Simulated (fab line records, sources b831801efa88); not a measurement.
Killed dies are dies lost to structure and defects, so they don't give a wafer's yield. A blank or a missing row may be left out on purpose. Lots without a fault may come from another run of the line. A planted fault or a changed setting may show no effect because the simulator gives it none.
Chamber matching | flow gf180mcu | GF_V5_CMP_04 on cmp-02: 4 sister chambers
The step polishes SiO2. 8 wafers are shown with their chamber, then 7 later ones without.

WAFERS WITH THEIR CHAMBER
wafer  | chamber | motor_current_A (A) | head_pressure_psi (psi)
L864.2 | 3       | 13.2                | 3.995
L867.2 | 1       | 14.4                | 4.009
L867.3 | 3       | 13.9                | 4.002
L874.1 | 0       | 9.3                 | 3.994
L874.3 | 2       | 10.8                | 3.996
L874.6 | 0       | 9.9                 | 3.993
L875.1 | 1       | 14.7                | 4.007
L875.4 | 2       | 11.0                | 3.998

WAFERS WITHOUT THEIR CHAMBER
wafer  | motor_current_A (A) | head_pressure_psi (psi)
L875.6 | 9.5                 | 4.007
L876.2 | 13.3                | 4.009
L876.3 | 9.7                 | 4.007
L876.6 | 9.3                 | 4.025
L887.1 | 14.0                | 3.990
L887.3 | 9.8                 | 3.995
L887.5 | 13.7                | 3.986

WHICH CHAMBER EACH WENT THROUGH
wafer  | from the rows above     | in truth
L875.6 | can't be placed: 0 or 2 | 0
L876.2 | can't be placed: 1 or 3 | 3
L876.3 | can't be placed: 0 or 2 | 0
L876.6 | can't be placed: 2 or 0 | 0
L887.1 | 3                       | 3
L887.3 | 0                       | 0
L887.5 | 3                       | 3
Placed correctly: 3 of 7. Can't be placed from these rows: 4 (the true chamber is among the candidates in 4). Placed wrongly: 0.
How it was worked out, from the rows above alone: a wafer's distance from a chamber is the root of the sum, over the readings, of the square of ((its reading less the chamber's mean) divided by the reading's scatter). The wafer belongs to the nearest chamber; if the next one is less than 2 further off, it can't be placed. A chamber's mean is the mean of its shown wafers. The scatter: the root of (the sum of the squares of (reading less its chamber's mean) over the shown wafers, divided by (wafers less chambers)).
